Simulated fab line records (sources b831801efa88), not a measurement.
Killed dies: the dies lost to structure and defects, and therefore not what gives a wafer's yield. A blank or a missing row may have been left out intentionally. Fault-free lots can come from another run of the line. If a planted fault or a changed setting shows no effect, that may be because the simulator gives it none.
fab line records | flow sky130
[record] lots = 6 wafers = 18 last_day = 50
route steps=708 shown VIA4@658 METAL5@661 PAD_OPEN@708
lots that met no fault: from a run of the same line without faults
start_h: hours from the record's opening day to when the first of the lot's shown wafers began | wait_h: hours since the lot's step before | " the same as in the row above | L1.1+2: one row covering several wafers at once | - either no value or no given start | * or withheld: withheld | < > ~ a bound
route shown NAME@n: a module of which the file shows steps, and the number in the route of the first | usual: mean/standard deviation taken from wafers without a fault | same: alike in all rows | chamber/n: place in a boat | sites: each site's reading | _std_site: standard deviation of those values | _edge_site: mean of outer sites minus mean of inner sites | radius_mm: how far each site lies from the wafer's centre | mask NAME#n: copy n | behind: the tool/chamber that last shaped the wafer | hold: the reason the lot was held/the length of the hold in hours/how it ended | device: which transistor (n, p or np) failed to switch | end of line: the same wafers' tests at the end of the route | a step with no rows: only its recipe | killed: not the wafer's yield, but the dies lost to structure and defects at the first sort | map: shows each die of a wafer: x if killed, . if not, _ if none is there
set.NAME: the run value of the setting; set.NAME@STEP: its run value at that earlier step | model.NAME: the simulator's own value behind a step, which no gauge read
a table for each step, a row for each wafer; lots at some steps of the route
services: the hour from which a tool's chamber was out of use, counted from the record's first day as start_h (under 0 if before that day), plus the number of hours and why
[[steps]]
[step SKY_VIA4_RS_MEAS_19]
[recipe] thk_meas_gauge = four-point-probe reads = W_of_VIA4_CVD_18+TiN_of_VIA4_SPUTTER_17
[usual] VIA4_W_RS = 0.2254/0.0023
// columns lot.wafer tool chamber start_h wait_h VIA4_W_RS[ohm/sq]
L852.4 film_metro-02 - 1068.72 0.1 0.2259
L852.5 " - " " 0.2277
L852.6 " - " " 0.2266
L856.1 film_metro-02 - 1090.13 0.1 0.2248
L856.4 " - " " 0.2238
L856.5 " - " " 0.2242
L859.1 film_metro-02 - 1095.13 0.1 0.2222
L859.4 " - " " 0.2239
L859.5 " - " " 0.2240
L858.2 film_metro-01 - 1103.62 0.1 0.2254
L858.5 " - " " 0.2196
L858.6 " - " " 0.2264
L863.2 film_metro-02 - 1128.75 0.1 0.2300
L863.3 " - " " 0.2275
L863.4 " - " " 0.2250
L869.1 film_metro-04 - 1153.65 0.1 0.2236
L869.2 " - " " 0.2264
L869.3 " - " " 0.2265
[step SKY_VIA4_THK_MEAS_20]
[recipe] thk_meas_gauge = xrf reads = W_of_VIA4_CVD_18
[usual] VIA4_W_THK = 517/6.3
// columns lot.wafer tool chamber start_h wait_h VIA4_W_THK[nm]
L852.4 film_metro-02 - 1068.81 0.1 515
L852.5 " - " " 511
L852.6 " - " " 513
L856.1 film_metro-02 - 1090.25 0.1 518
L856.4 " - " " 520
L856.5 " - " " 519
L859.1 film_metro-02 - 1095.25 0.1 524
L859.4 " - " " 519
L859.5 " - " " 522
L858.2 film_metro-01 - 1103.73 0.1 516
L858.5 " - " " 531
L858.6 " - " " 512
L863.2 film_metro-02 - 1128.86 0.1 509
L863.3 " - " " 510
L863.4 " - " " 521
L869.1 film_metro-04 - 1153.77 0.1 526
L869.2 " - " " 523
L869.3 " - " " 524
[step SKY_VIA4_CMP_21]
[recipe] stop_on = SiO2 t_overpolish_s = 25 down_force_psi = 3.5 platen_rpm = 60 target_thk_nm = 0 pad_velocity_m_s = 0.94248
[step SKY_METAL5_SPUTTER_00]
[recipe] material = Ti target_thk_nm = 15 power_w = 3000 time_s = 10 chamber_pressure_pa = 0.4
[usual] throttle_valve_pct = 30.2/1.4
// columns lot.wafer tool chamber start_h wait_h throttle_valve_pct
L852.4 pvd_sputter-02 - 1069.84 0.2 32.0
L852.5 " - " " 32.1
L852.6 " - " " 28.9
L856.1 pvd_sputter-04 - 1090.61 0.1 29.0
L856.4 " - " " 28.9
L856.5 " - " " 31.3
L859.1 pvd_sputter-02 - 1095.61 0.1 32.2
L859.4 " - " " 28.7
L859.5 " - " " 31.1
L858.2 pvd_sputter-03 - 1105.90 0.1 30.1
L858.5 " - " " 27.9
L858.6 " - " " 29.9
L863.2 pvd_sputter-03 - 1129.87 0.1 30.0
L863.3 " - " " 30.1
L863.4 " - " " 28.1
L869.1 pvd_sputter-02 - 1154.67 0.3 30.3
L869.2 " - " " 28.7
L869.3 " - " " 31.0
[step SKY_METAL5_SPUTTER_01]
[recipe] material = TiN target_thk_nm = 20 power_w = 6500 time_s = 16.7 chamber_pressure_pa = 0.4
[usual] throttle_valve_pct = 30.2/1.3
// columns lot.wafer tool chamber start_h wait_h throttle_valve_pct
L852.4 pvd_sputter-02 - 1069.86 0.0 32.0
L852.5 " - " " 32.0
L852.6 " - " " 28.8
L856.1 pvd_sputter-04 - 1090.63 0.0 29.0
L856.4 " - " " 28.9
L856.5 " - " " 31.2
L859.1 pvd_sputter-02 - 1095.63 0.0 32.0
L859.4 " - " " 29.0
L859.5 " - " " 30.9
L858.2 pvd_sputter-03 - 1105.92 0.0 30.2
L858.5 " - " " 28.0
L858.6 " - " " 30.2
L863.2 pvd_sputter-03 - 1129.89 0.0 29.9
L863.3 " - " " 29.8
L863.4 " - " " 28.0
L869.1 pvd_sputter-02 - 1154.69 0.0 30.5
L869.2 " - " " 29.1
L869.3 " - " " 31.0
[step SKY_METAL5_SPUTTER_02]
[recipe] material = AlCu target_thk_nm = 1150 power_w = 10600 time_s = 61.2 chamber_pressure_pa = 0.4
[usual] throttle_valve_pct = 30.2/1.3
// columns lot.wafer tool chamber start_h wait_h throttle_valve_pct
L852.4 pvd_sputter-02 - 1069.88 0.0 32.3
L852.5 " - " " 32.3
L852.6 " - " " 29.0
L856.1 pvd_sputter-04 - 1090.65 0.0 29.2
L856.4 " - " " 29.2
L856.5 " - " " 31.5
L859.1 pvd_sputter-02 - 1095.66 0.0 32.2
L859.4 " - " " 28.7
L859.5 " - " " 31.1
L858.2 pvd_sputter-03 - 1105.94 0.0 29.9
L858.5 " - " " 27.9
L858.6 " - " " 30.0
L863.2 pvd_sputter-03 - 1129.92 0.0 30.0
L863.3 " - " " 30.2
L863.4 " - " " 28.0
L869.1 pvd_sputter-02 - 1154.71 0.0 30.5
L869.2 " - " " 28.8
L869.3 " - " " 31.0
[step SKY_METAL5_SPUTTER_03]
[recipe] material = Ti target_thk_nm = 5 power_w = 3000 time_s = 3.3 chamber_pressure_pa = 0.4
[step SKY_METAL5_SPUTTER_04]
[recipe] material = TiN target_thk_nm = 70 power_w = 6500 time_s = 58.3 chamber_pressure_pa = 0.4
[usual] throttle_valve_pct = 30.2/1.3
// columns lot.wafer tool chamber start_h wait_h throttle_valve_pct
L852.4 pvd_sputter-02 - 1069.95 0.0 32.2
L852.5 " - " " 32.2
L852.6 " - " " 28.8
L856.1 pvd_sputter-04 - 1090.72 0.0 28.9
L856.4 " - " " 29.0
L856.5 " - " " 31.4
L859.1 pvd_sputter-02 - 1095.73 0.0 31.9
L859.4 " - " " 28.8
L859.5 " - " " 31.0
L858.2 pvd_sputter-03 - 1106.01 0.0 30.1
L858.5 " - " " 28.1
L858.6 " - " " 30.0
L863.2 pvd_sputter-03 - 1129.99 0.0 29.8
L863.3 " - " " 29.8
L863.4 " - " " 28.2
L869.1 pvd_sputter-02 - 1154.78 0.0 30.3
L869.2 " - " " 29.0
L869.3 " - " " 30.8
[step SKY_METAL5_RS_MEAS_05]
[recipe] thk_meas_gauge = four-point-probe reads = TiN_of_METAL5_SPUTTER_04+Ti_of_METAL5_SPUTTER_03+AlCu_of_METAL5_SPUTTER_02+TiN_of_METAL5_SPUTTER_01+Ti_of_METAL5_SPUTTER_00
[usual] METAL5_ALCU_RS = 0.0270/0.00036
// columns lot.wafer tool chamber start_h wait_h METAL5_ALCU_RS[ohm/sq]
L852.4 film_metro-03 - 1070.06 0.1 0.0271
L852.5 " - " " 0.0271
L852.6 " - " " 0.0270
L856.1 film_metro-01 - 1090.77 0.0 0.0275
L856.4 " - " " 0.0276
L856.5 " - " " 0.0274
L859.1 film_metro-02 - 1095.78 0.0 0.0263
L859.4 " - " " 0.0262
L859.5 " - " " 0.0262
L858.2 film_metro-01 - 1106.10 0.1 0.0271
L858.5 " - " " 0.0269
L858.6 " - " " 0.0270
L863.2 film_metro-03 - 1130.06 0.0 0.0273
L863.3 " - " " 0.0270
L863.4 " - " " 0.0269
L869.1 film_metro-01 - 1154.83 0.0 0.0268
L869.2 " - " " 0.0270
L869.3 " - " " 0.0270
[step SKY_METAL5_THK_MEAS_06]
[recipe] thk_meas_gauge = xrf reads = AlCu_of_METAL5_SPUTTER_02
[usual] METAL5_ALCU_THK = 1162/16
// columns lot.wafer tool chamber start_h wait_h METAL5_ALCU_THK[nm]
L852.4 film_metro-03 - 1070.15 0.1 1153
L852.5 " - " " 1152
L852.6 " - " " 1160
L856.1 film_metro-01 - 1090.89 0.1 1140
L856.4 " - " " 1145
L856.5 " - " " 1147
L859.1 film_metro-02 - 1095.90 0.1 1193
L859.4 " - " " 1205
L859.5 " - " " 1198
L858.2 film_metro-01 - 1106.21 0.1 1161
L858.5 " - " " 1165
L858.6 " - " " 1158
L863.2 film_metro-03 - 1130.17 0.1 1160
L863.3 " - " " 1170
L863.4 " - " " 1172
L869.1 film_metro-01 - 1154.95 0.1 1172
L869.2 " - " " 1168
L869.3 " - " " 1171
[step SKY_METAL5_DEHYDRATE_07]
[recipe] temp_c = 200 time_s = 60
[step SKY_METAL5_HMDS_08]
[recipe] prime_time_s = 60 prime_temp_c = 120
[step SKY_METAL5_COAT_09]
[recipe] resist = NOVOLAK spin_rpm = 3000 resist_thk_nm = 1800
[usual] spin_speed_rpm = 2999.9/1.7
// columns lot.wafer tool chamber start_h wait_h spin_speed_rpm model.NOVOLAK_of_METAL5_COAT_09.thk_nm
L852.4 litho_track-04 0 1080.40 0.1 3000.8 1800
L852.5 " 0 " " 2999.6 1801
L852.6 " 0 " " 2998.6 1793
L856.1 litho_track-03 0 1101.04 0.1 2996.7 1800
L856.4 " 0 " " 2997.5 1801
L856.5 " 0 " " 2998.8 1796
L859.1 litho_track-03 0 1105.19 0.1 2870.5 1836
L859.4 " 0 " " 2873.0 1841
L859.5 " 0 " " 2870.9 1842
L858.2 litho_track-04 0 1114.80 0.1 3003.4 1800
L858.5 " 0 " " 3001.9 1801
L858.6 " 0 " " 3001.6 1797
L863.2 litho_track-03 0 1139.81 0.1 2872.7 1839
L863.3 " 0 " " 2869.0 1841
L863.4 " 0 " " 2871.3 1832
L869.1 litho_track-04 0 1162.92 0.1 3001.9 1802
L869.2 " 0 " " 2999.2 1798
L869.3 " 0 " " 3000.8 1804
[step SKY_METAL5_SOFTBAKE_10]
[recipe] temp_c = 90 time_s = 60 resist = NOVOLAK
[step SKY_METAL5_EXPOSE_11]
[recipe] mask_id = MM5 na = 0.6 source_shape = conventional sigma_outer = 0.6 polarization = unpolarized target_cd_nm = 1600 dose_mj = 190
[step SKY_METAL5_PEB_12]
[recipe] temp_c = withheld time_s = * resist = NOVOLAK
[step SKY_METAL5_DEVELOP_13]
[recipe] resist = NOVOLAK developer = TMAH develop_time_s = 60 dev_temp_c = 23
[step SKY_METAL5_DESCUM_14]
[recipe] chemistry = O2 source_power_w = 150 bias_power_w = 0 pressure_mtorr = 10 temp_c = 40 time_s = 11
[step SKY_METAL5_METAL_ETCH_15]
[recipe] target_depth_a = 12600 stop_on = SiO2 over_etch_frac = 0.2 time_s = 252 chemistry = Cl2/BCl3 resist_sidewall_deg = 86 pressure_mtorr = 10 icp_w = 900 bias_w = 48.5 Cl2_flow_sccm = 60 bcl3_flow_sccm = 30
[usual] bcl3_flow_sccm = 30.00/0.082 drypump_motor_current_A = 5.4/0.51 oes_product_au = 0.893/0.0049 throttle_valve_pct = 22.265/0.0091
// columns lot.wafer tool chamber start_h wait_h bcl3_flow_sccm drypump_motor_current_A oes_product_au rf_hours_counter_h throttle_valve_pct model.NOVOLAK_of_METAL5_COAT_09.thk_nm
L852.4 rie_metal-03 0 1090.35 0.1 30.10 4.9 0.883 - 22.255 1033
L852.5 " 0 " " 30.02 4.9 0.888 - 22.268 1036
L852.6 " 1 " " 30.00 5.5 0.896 - 22.263 1004
L856.1 rie_metal-04 0 1110.24 0.1 30.04 5.5 0.895 15 22.270 1018
L856.4 " 0 " " 29.95 5.5 0.892 - 22.257 1016
L856.5 " 0 " " 29.92 5.5 0.902 - 22.273 1011
L859.1 rie_metal-03 1 1114.21 0.0 29.85 5.5 0.887 23 22.270 1048
L859.4 " 1 " " 29.87 5.5 0.894 - 22.272 1053
L859.5 " 1 " " 29.94 5.5 0.900 - 22.262 1056
L858.2 rie_metal-04 0 1124.87 0.1 29.93 5.5 0.893 - 22.254 1030
L858.5 " 0 " " 30.00 5.5 0.897 - 22.279 1029
L858.6 " 0 " " 29.99 5.5 0.889 - 22.250 1023
L863.2 rie_metal-04 0 1149.96 0.0 29.99 5.5 0.891 20 22.270 1057
L863.3 " 1 " " 29.96 6.4 0.893 - 22.277 1081
L863.4 " 0 " " 29.86 5.5 0.896 - 22.284 1055
L869.1 rie_metal-04 0 1171.81 0.0 29.97 5.5 0.889 22 22.270 1027
L869.2 " 1 " " 30.01 6.3 0.896 3 22.254 1044
L869.3 " 1 " " 30.09 6.3 0.894 - 22.246 1048
[step SKY_METAL5_STRIP_16]
[recipe] chemistry = O2/N2 power_w = 1400 pressure_mtorr = 1500 platen_temp_c = withheld o2_flow_sccm = 3000 n2_flow_sccm = 300 overash_fraction = 0.5
[usual] drypump_motor_current_A = 5.81/0.27 n2_flow_sccm = 300.1/0.92 oes_product_au = 0.711/0.0049 strip_time_to_endpoint_s = 13.03/0.16
// columns lot.wafer tool chamber start_h wait_h drypump_motor_current_A n2_flow_sccm oes_product_au rf_hours_counter_h strip_time_to_endpoint_s
L852.4 plasma_asher-03 1 1090.54 0.1 5.84 299.5 0.706 - 13.03
L852.5 " 1 " " 5.79 299.7 0.703 - 13.11
L852.6 " 0 " " 5.35 300.7 0.711 - 12.78
L856.1 plasma_asher-02 1 1110.71 0.4 5.73 299.5 0.713 36 12.87
L856.4 " 0 " " 5.90 301.2 0.710 - 12.83
L856.5 " 1 " " 5.74 300.8 0.712 - 12.80
L859.1 plasma_asher-03 1 1114.44 0.2 5.86 298.8 0.708 65 13.23
L859.4 " 1 " " 5.86 298.4 0.706 - 13.25
L859.5 " 1 " " 5.84 299.2 0.713 - 13.29
L858.2 plasma_asher-02 0 1125.26 0.3 5.90 300.2 0.712 37 13.01
L858.5 " 0 " " 5.89 301.5 0.707 - 13.01
L858.6 " 1 " " 5.72 298.7 0.707 - 12.93
L863.2 plasma_asher-01 1 1150.19 0.2 5.79 301.0 0.703 9 13.32
L863.3 " 0 " " 6.31 298.8 0.722 - 13.59
L863.4 " 1 " " 5.80 300.3 0.705 - 13.28
L869.1 plasma_asher-03 1 1172.04 0.2 5.87 300.2 0.703 69 12.97
L869.2 " 0 " " 5.41 298.6 0.704 69 13.18
L869.3 " 0 " " 5.45 300.1 0.719 - 13.22
[step SKY_PAD_OPEN_PROBE_99]
[usual] defect_limited_yield = 82.6/2 killed_at_M0_to_M3 = 42/6.2 killed_at_M4_up = 3.0/1.8 killed_at_contacts = 25/5.9 killed_at_front_end = 15/4.5 killed_at_other = 0.2/0.45 killed_dies = 85/9.9 killed_open = 47/6.7 killed_short = 39/6.4 sort_bin_3_pad_short = 0.9/0.41 sort_bin_5_function = 10.2/1.4 sort_bin_6_memory = 6.3/1.1 sort_n_pass = 407/9.9 sort_yield_pct = 82.6/2
[same] gross_dies = 492 killed_at_back_side = 0 sort_bin_4_leakage[%] = 0 sort_bin_8_speed[%] = 0
// columns lot.wafer tool chamber start_h wait_h defect_limited_yield[%] killed_at_M0_to_M3 killed_at_M4_up killed_at_contacts killed_at_front_end killed_at_other killed_dies killed_open killed_short sort_bin_3_pad_short[%] sort_bin_5_function[%] sort_bin_6_memory[%] sort_n_pass sort_yield_pct[%]
L852.4 prober-02 - 1133.20 0.2 82.7 40 3 23 19 0 85 48 37 1.0 10.0 6.3 407 82.7
L852.5 prober-02 - 1133.25 0.2 82.7 41 3 21 20 0 85 53 32 0.6 11.8 4.9 407 82.7
L852.6 prober-02 - 1133.30 0.2 83.9 38 3 22 16 0 79 48 31 0.6 10.4 5.1 413 83.9
L856.1 prober-02 - 1153.49 0.1 85.2 48 0 20 5 0 73 47 26 0.2 8.3 6.3 419 85.2
L856.4 prober-02 - 1153.64 0.2 83.5 51 3 24 3 0 81 43 38 0.8 9.8 5.9 411 83.5
L856.5 prober-02 - 1153.69 0.2 80.1 50 4 28 16 0 98 53 45 1.6 11.4 6.9 394 80.1
L859.1 prober-01 - 1157.35 0.1 83.3 45 1 22 12 2 82 50 32 0.6 10.8 5.3 410 83.3
L859.4 prober-01 - 1157.50 0.2 85.4 38 4 18 12 0 72 37 35 0.8 8.3 5.5 420 85.4
L859.5 prober-01 - 1157.55 0.2 83.9 34 6 23 16 0 79 44 35 0.6 8.9 6.5 413 83.9
L858.2 prober-02 - 1167.11 0.1 82.5 40 4 29 13 0 86 48 38 1.4 10.0 6.1 406 82.5
L858.5 prober-02 - 1167.26 0.2 81.9 44 3 34 8 0 89 52 37 0.4 10.2 7.5 403 81.9
L858.6 prober-02 - 1167.31 0.2 82.5 42 2 32 10 0 86 45 41 0.6 10.8 6.1 406 82.5
L863.2 prober-02 - 1188.00 0.1 85.8 38 5 17 10 0 70 44 26 0.8 9.1 4.3 422 85.8
L863.3 prober-02 - 1188.05 0.2 83.5 39 3 24 15 0 81 42 39 1.0 9.3 6.1 411 83.5
L863.4 prober-02 - 1188.10 0.2 85.2 34 4 18 17 0 73 43 30 0.2 10.2 4.5 419 85.2
L869.1 prober-02 - 1207.15 0.1 82.3 39 4 28 16 0 87 45 42 0.8 10.0 6.9 405 82.3
L869.2 prober-02 - 1207.20 0.1 86.8 38 4 11 12 0 65 28 37 0.6 7.7 4.9 427 86.8
L869.3 prober-02 - 1207.25 0.2 84.1 42 4 22 10 0 78 45 33 0.4 9.6 5.9 414 84.1
// killed by level:class
L852.4 LI_CONTACT:geometric_particle:open=10 METAL1:geometric_particle:short=10 POLY_GATE:geometric_particle:open=9 VIA2:geometric_particle:open=6 VIA3:geometric_particle:open=5 LOCAL_INTERCONNECT:geometric_particle:short=5 VIA1:geometric_particle:open=5 CONTACT:geometric_particle:short=4
L852.5 VIA1:geometric_particle:open=13 POLY_GATE:geometric_particle:open=9 CONTACT:geometric_particle:open=7 VIA2:geometric_particle:open=6 LI_CONTACT:geometric_particle:open=5 CONTACT:geometric_particle:short=5 FIELD_ISO:geometric_particle:open=4 POLY_GATE:geometric_particle:short=4
L852.6 VIA1:geometric_particle:open=12 CONTACT:geometric_particle:open=11 POLY_GATE:geometric_particle:open=7 VIA2:geometric_particle:open=5 POLY_GATE:geometric_particle:short=4 LI_CONTACT:geometric_particle:open=4 METAL3:geometric_particle:short=4 LOCAL_INTERCONNECT:geometric_particle:short=3
L856.1 VIA1:geometric_particle:open=14 VIA3:geometric_particle:open=10 CONTACT:geometric_particle:open=8 LI_CONTACT:geometric_particle:open=6 METAL3:geometric_particle:short=5 VIA3:geometric_particle:short=5 VIA1:geometric_particle:short=4 VIA2:geometric_particle:open=3
L856.4 METAL2:geometric_particle:short=12 VIA1:geometric_particle:open=12 CONTACT:geometric_particle:open=9 LI_CONTACT:geometric_particle:open=7 VIA1:geometric_particle:short=6 VIA2:geometric_particle:open=6 VIA3:geometric_particle:open=5 METAL1:geometric_particle:short=4
L856.5 LI_CONTACT:geometric_particle:open=12 VIA2:geometric_particle:open=9 METAL1:geometric_particle:short=8 CONTACT:geometric_particle:open=7 VIA1:geometric_particle:open=6 FIELD_ISO:geometric_particle:open=5 POLY_GATE:geometric_particle:short=5 METAL2:geometric_particle:short=5
L859.1 CONTACT:geometric_particle:open=11 VIA2:geometric_particle:open=10 METAL2:geometric_particle:short=9 LI_CONTACT:geometric_particle:open=5 VIA1:geometric_particle:open=5 POLY_GATE:geometric_particle:open=4 VIA3:geometric_particle:open=4 VIA1:geometric_particle:short=4
L859.4 VIA1:geometric_particle:open=7 LI_CONTACT:geometric_particle:open=6 VIA3:geometric_particle:open=5 VIA1:geometric_particle:short=4 METAL2:geometric_particle:short=4 VIA2:geometric_particle:open=4 FIELD_ISO:geometric_particle:short=3 FIELD_ISO:geometric_particle:open=3
L859.5 VIA1:geometric_particle:open=9 CONTACT:geometric_particle:open=8 LI_CONTACT:geometric_particle:open=6 CONTACT:geometric_particle:short=6 VIA3:geometric_particle:open=5 METAL4:geometric_particle:short=5 POLY_GATE:geometric_particle:short=4 VIA2:geometric_particle:open=4
L858.2 CONTACT:geometric_particle:open=12 LI_CONTACT:geometric_particle:open=8 VIA1:geometric_particle:open=8 FIELD_ISO:geometric_particle:short=6 METAL3:geometric_particle:short=5 VIA2:geometric_particle:open=5 METAL1:geometric_particle:short=4 LI_CONTACT:geometric_particle:short=4
L858.5 CONTACT:geometric_particle:open=11 LI_CONTACT:geometric_particle:open=9 CONTACT:geometric_particle:short=8 VIA2:geometric_particle:open=8 VIA3:geometric_particle:open=7 METAL1:geometric_particle:short=6 VIA1:geometric_particle:open=5 VIA2:geometric_particle:short=5
L858.6 LI_CONTACT:geometric_particle:open=10 CONTACT:geometric_particle:short=8 VIA1:geometric_particle:open=7 METAL2:geometric_particle:short=7 VIA2:geometric_particle:open=7 CONTACT:geometric_particle:open=5 LOCAL_INTERCONNECT:geometric_particle:short=4 VIA3:geometric_particle:short=4
L863.2 VIA1:geometric_particle:open=9 VIA2:geometric_particle:open=8 VIA3:geometric_particle:open=6 CONTACT:geometric_particle:open=6 METAL1:geometric_particle:short=5 FIELD_ISO:geometric_particle:open=4 LI_CONTACT:geometric_particle:open=4 VIA1:geometric_particle:short=4
L863.3 CONTACT:geometric_particle:open=10 VIA1:geometric_particle:open=9 VIA2:geometric_particle:open=8 CONTACT:geometric_particle:short=6 METAL2:geometric_particle:short=6 FIELD_ISO:geometric_particle:open=5 LOCAL_INTERCONNECT:geometric_particle:short=5 FIELD_ISO:geometric_particle:short=4
L863.4 VIA1:geometric_particle:open=9 FIELD_ISO:geometric_particle:open=7 CONTACT:geometric_particle:open=6 VIA2:geometric_particle:open=6 FIELD_ISO:geometric_particle:short=5 METAL3:geometric_particle:short=5 VIA3:geometric_particle:open=4 LOCAL_INTERCONNECT:geometric_particle:short=3
L869.1 VIA3:geometric_particle:open=8 CONTACT:geometric_particle:open=8 VIA1:geometric_particle:open=8 LI_CONTACT:geometric_particle:open=7 FIELD_ISO:geometric_particle:short=6 LOCAL_INTERCONNECT:geometric_particle:short=6 VIA1:geometric_particle:short=6 POLY_GATE:geometric_particle:open=5
L869.2 METAL2:geometric_particle:short=8 VIA3:geometric_particle:open=7 METAL1:geometric_particle:short=5 VIA1:geometric_particle:short=5 FIELD_ISO:geometric_particle:short=4 CONTACT:geometric_particle:open=4 VIA1:geometric_particle:open=4 FIELD_ISO:geometric_particle:open=3
L869.3 VIA1:geometric_particle:open=11 CONTACT:geometric_particle:open=8 VIA2:geometric_particle:open=8 METAL2:geometric_particle:short=7 METAL1:geometric_particle:short=5 FIELD_ISO:geometric_particle:short=4 LI_CONTACT:geometric_particle:open=4 CONTACT:geometric_particle:short=4
[[services]]
// columns tool chamber start_h hours kind
plasma_asher-03 - 1049.32 12.8 repair
plasma_asher-01 - 1055.31 9.0 pm
pvd_sputter-03 2 1057.56 - consumable_replace:kit
pvd_sputter-03 2 1057.56 18.0 scheduled_down
pvd_sputter-03 2 1057.56 18.0 vent_cycle
plasma_asher-02 - 1078.27 2.2 repair
pvd_sputter-04 2 1082.76 - consumable_replace:kit
pvd_sputter-04 2 1082.76 18.0 scheduled_down
pvd_sputter-04 2 1082.76 18.0 vent_cycle
rie_metal-03 - 1084.70 2.7 repair
pvd_sputter-02 2 1098.55 - consumable_replace:kit
pvd_sputter-02 2 1098.55 18.0 scheduled_down
pvd_sputter-02 2 1098.55 18.0 vent_cycle
pvd_sputter-04 - 1107.68 1.9 repair
rie_metal-04 1 1109.39 8.8 repair
rie_metal-04 1 1118.17 - clean
rie_metal-04 1 1118.17 - consumable_replace:focus_ring
rie_metal-04 1 1118.17 11.5 scheduled_down
rie_metal-04 1 1118.17 11.5 vent_cycle
plasma_asher-03 - 1135.54 15.6 pm
pvd_sputter-03 1 1146.94 - consumable_replace:kit
pvd_sputter-03 1 1146.94 18.0 scheduled_down
pvd_sputter-03 1 1146.94 18.0 vent_cycle
plasma_asher-02 - 1167.79 2.8 pm
[[key]]
[first_sign] step = SKY_METAL5_COAT_09 reading = spin_speed_rpm direction = down sigmas = 77 usual = 2999.9 struck = 2871.2
effect none on later readings
[model_effect] step = SKY_METAL5_COAT_09 value = NOVOLAK_of_METAL5_COAT_09.thk_nm without = 1799 struck = 1839
[model_effect] step = SKY_METAL5_METAL_ETCH_15 value = NOVOLAK_of_METAL5_COAT_09.thk_nm without = 1019 struck = 1058
met_at SKY_METAL5_COAT_09
struck_wafers L859.1,L859.4,L859.5,L863.2,L863.3,L863.4
onset_between 1101.04 1105.19
[fault] kind = process_parameter_drift tool = litho_track-03 chamber = - onset_h = 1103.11 steps = SKY_METAL5_COAT_09 channel = spin_rpm offset = -128.6 shape = step acts_in = these_recipes_only stated = 3000
